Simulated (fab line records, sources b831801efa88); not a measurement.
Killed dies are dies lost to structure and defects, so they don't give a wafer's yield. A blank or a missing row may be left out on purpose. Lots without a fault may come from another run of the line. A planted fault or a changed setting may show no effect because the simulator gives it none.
Chamber matching | flow sky130 | SKY_CONTACT_CMP_04 on cmp-02: 4 sister chambers
The step polishes SiO2. 8 wafers are shown with their chamber, then 6 later ones without.

WAFERS WITH THEIR CHAMBER
wafer  | chamber | motor_current_A (A) | slurry_flow_ml_min
L739.2 | 1       | 10.0                | 149.7
L741.1 | 2       | 12.2                | 150.3
L742.3 | 3       | 11.5                | 150.0
L742.4 | 1       | 10.5                | 149.1
L742.5 | 0       | 11.4                | 149.2
L747.2 | 0       | 11.4                | 149.4
L747.5 | 3       | 11.3                | 149.8
L747.6 | 2       | 12.2                | 150.5

WAFERS WITHOUT THEIR CHAMBER
wafer  | motor_current_A (A) | slurry_flow_ml_min
L748.3 | 10.6                | 149.4
L748.4 | 11.5                | 149.1
L748.6 | 11.4                | 149.4
L746.3 | 12.0                | 150.4
L746.4 | 10.7                | 148.9
L746.5 | 10.3                | 149.3

WHICH CHAMBER EACH WENT THROUGH
wafer  | from the rows above     | in truth
L748.3 | 1                       | 1
L748.4 | 0                       | 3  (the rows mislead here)
L748.6 | can't be placed: 0 or 3 | 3
L746.3 | 2                       | 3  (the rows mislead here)
L746.4 | can't be placed: 1 or 0 | 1
L746.5 | 1                       | 1
Placed correctly: 2 of 6. Can't be placed from these rows: 2 (the true chamber is among the candidates in 2). Placed wrongly: 2.
How it was worked out, from the rows above alone: a wafer's distance from a chamber is the root of the sum, over the readings, of the square of ((its reading less the chamber's mean) divided by the reading's scatter). The wafer belongs to the nearest chamber; if the next one is less than 2 further off, it can't be placed. A chamber's mean is the mean of its shown wafers. The scatter: the root of (the sum of the squares of (reading less its chamber's mean) over the shown wafers, divided by (wafers less chambers)).
